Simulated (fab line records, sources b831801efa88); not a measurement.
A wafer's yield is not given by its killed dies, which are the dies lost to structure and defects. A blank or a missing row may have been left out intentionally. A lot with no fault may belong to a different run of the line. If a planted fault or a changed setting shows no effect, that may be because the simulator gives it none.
One fault through the eyes of 2 desks    flow sky130    what lay behind the numbers comes last; until then each desk has only its own

AT THE TOOL OWNER'S DESK: lithoTrack-01
Per lot that ran on this tool, the mean of the sampled wafers carrying a number, from the tool's own readings at SKY_CAPM_SOFTBAKE_08 (time 60 s). Marked OUT: a lot whose mean sits more than 4 standard deviations from the usual mean, which makes it out of limits; the brackets give that distance.
Columns: A = heaterPowerTotalW at SKY_CAPM_SOFTBAKE_08, usual 56.60 W; B = plateTempC at SKY_CAPM_SOFTBAKE_08, usual 89.98 C
lot   first seen here  A                B
L368  day 37 02:47     56.64            89.91
L369  day 37 08:50     56.53            89.94
L370  day 37 09:26     56.60            90.03
L375  day 39 12:07     57.24 (+14) OUT  90.96 (+8.1) OUT
L376  day 39 17:16     57.23 (+14) OUT  90.70 (+6.0) OUT
This desk finds L375, L376 out of limits, L375 being first, at day 39 12:07 (heaterPowerTotalW at SKY_CAPM_SOFTBAKE_08). L368, L369, L370: within limits.

FROM THE METROLOGY DESK
Lot by lot, what the gauges showed, no matter which tool ran the lot: averages of those sampled wafers that carry a number. Marked OUT: a lot whose mean sits more than 4 standard deviations from the usual mean, which makes it out of limits; the brackets give that distance.
Columns: A = LI_CONTACT_W_RS at SKY_LI_CONTACT_RS_MEAS_22, usual 0.284 ohm/sq; B = LOCAL_INTERCONNECT_TIN_THK at SKY_LOCAL_INTERCONNECT_THK_MEAS_02, usual 99.3 nm
lot   first seen here  A      B
L367  day 28 17:21     0.286  99.4
L368  day 29 06:56     0.287  99.1
L369  day 29 12:02     0.285  99.6
L370  day 29 13:53     0.286  100.1
L371  day 30 03:10     0.284  97.4
L374  day 31 17:44     0.288  100.5
L375  day 31 21:21     0.280  98.3
L376  day 32 02:24     0.276  97.7
L384  day 34 14:16     0.284  98.1
L387  day 35 13:17     0.288  100.2
L389  day 36 02:15     0.284  100.6
L390  day 36 11:34     0.281  100.9
This desk's verdict: no lot among the 12 shows anything out of limits.

PUT TOGETHER
The tool owner's desk had the chance to raise an alarm at day 39 12:07 on L375, L376.
Nothing out of limits was seen by the metrology desk.
The metrology desk holds a record of L375, L376, inside its limits.
On lithoTrack-01, each named lot ran SKY_CAPM_SOFTBAKE_08.

WHAT THE SIMULATOR HAD INSERTED
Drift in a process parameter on lithoTrack-01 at SKY_CAPM_SOFTBAKE_08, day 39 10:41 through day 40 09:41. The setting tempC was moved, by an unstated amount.
Lots struck among those shown: L375, L376.
Each desk's first reading out of limits, in hours after the fault started: the tool owner's desk, 1.
